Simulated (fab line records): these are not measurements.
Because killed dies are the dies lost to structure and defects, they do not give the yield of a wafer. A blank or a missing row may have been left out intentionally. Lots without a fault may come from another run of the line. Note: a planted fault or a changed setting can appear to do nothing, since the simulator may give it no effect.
Lot-split experiment -- flow sky130 -- 5 lots, 23 wafers read, on a route of 708 steps

== ON THE SPLIT ==
At SKY_VT_ADJUST_NCORE_EXPOSE_04 (exposes mask LVTN COMPLEMENT THIN, target cd 380 nm), the setting dose_mj was moved away from the recipe's 139 on 10 of the 23 wafers read, by -6.9% to -5.5%. For the rest of the wafers, this setting stayed at what the recipe calls for.

== FROM THE SPLIT TO THE READING: what the file shows between them, 2 steps ==
- SKY_VT_ADJUST_NCORE_PEB_05
- SKY_VT_ADJUST_NCORE_DEVELOP_06: develop time 60 s

== THE READING ==
At SKY_VT_ADJUST_NCORE_CD_MEAS_07: cd_nm in nanometres, against a target cd of 380 nm. On this fab line, fault-free wafers typically give 379.5 nm with a standard deviation of 2.9 nm.

wafer,"tool, chamber at the split",dose_mj as run,against the recipe,"cd_nm, nm",against lot-mates on the recipe
L077.1,"iline_stepper-01, 0",139,recipe,377.3,-
L077.2,"iline_stepper-01, 0",139,recipe,379.4,-
L077.4,"iline_stepper-01, 0",130.4,-6.2%,357.7,-19.7
L077.5,"iline_stepper-01, 0",139,recipe,375.5,-
L077.6,"iline_stepper-01, 0",130.4,-6.2%,358.2,-19.2
L078.1,"iline_stepper-02, 0",129.9,-6.5%,365.4,-20.5
L078.2,"iline_stepper-02, 0",139,recipe,384.4,-
L078.3,"iline_stepper-02, 0",139,recipe,385.6,-
L078.4,"iline_stepper-02, 0",129.9,-6.5%,364.2,-21.7
L078.5,"iline_stepper-02, 0",139,recipe,387.7,-
L081.1,"iline_stepper-01, 0",139,recipe,382.7,-
L081.4,"iline_stepper-01, 0",139,recipe,382.4,-
L081.5,"iline_stepper-01, 0",139,recipe,380.1,-
L082.2,"iline_stepper-01, 0",129.4,-6.9%,361.0,-20.6
L082.3,"iline_stepper-01, 0",139,recipe,381.2,-
L082.4,"iline_stepper-01, 0",129.4,-6.9%,362.3,-19.3
L082.5,"iline_stepper-01, 0",139,recipe,382.0,-
L082.6,"iline_stepper-01, 0",129.4,-6.9%,359.6,-22.0
L085.1,"iline_stepper-02, 0",131.3,-5.5%,363.0,-16.3
L085.2,"iline_stepper-02, 0",131.3,-5.5%,363.6,-15.7
L085.3,"iline_stepper-02, 0",131.3,-5.5%,362.6,-16.7
L085.4,"iline_stepper-02, 0",139,recipe,380.1,-
L085.5,"iline_stepper-02, 0",139,recipe,378.5,-

FIT RESULTS
A straight line over all 23 wafers: cd_nm changes by +3.08 nm for each +1% of dose_mj; r = +0.95; the points scatter about the line by 3.2 nm.
The same after taking each lot's own level away (the mean of its wafers on the recipe; 23 wafers): +3.06 nm for each +1%; r = +0.99; scatter 1.2 nm.
The reading moves by 21 nm for the largest change in dose_mj, on that fit.
The span of the lots' own levels, 377.40 to 385.90 nm, comes to 2.9 times the standard deviation stated above.
The two slopes are in agreement: the lot-to-lot level therefore moves the slope only a little.
Check: with one of the wafers moved furthest among these (-6.9%) left out of the fit, the line predicts -21.2 nm for it against its lot-mates. Against them it came out at -20.6 nm.

== FURTHER SPLITS ON THESE WAFERS ==
Note: prior to the reading, these wafers also went through further splits. Each is held against what the fit with the lots' levels taken away leaves over:
other split on the same wafers,wafers away from the commonest value,r with cd_nm (lot level and that fit taken away)
SKY_FIELD_ISO_CVD_03 temp_c,15,+0.14
SKY_FIELD_ISO_CLEAN_19 time_s,10,-0.01
SKY_FIELD_ISO_WET_ETCH_28 time_s,15,-0.10
SKY_DNWELL_COAT_02 resist_thk_nm,6,+0.32
SKY_DNWELL_DEVELOP_06 develop_time_s,8,+0.10
SKY_PWDE_IMPLANT_08 dose_cm2,8,-0.12
SKY_NWELL_IMPLANT_24 dose_cm2,8,-0.31
SKY_VT_ADJUST_LVTN_IMPLANT_08 energy_kev,8,-0.11

== THE FILE'S OWN FIT ==
cd_nm changes by +3.08 nm for each +1% of dose_mj, r = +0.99.
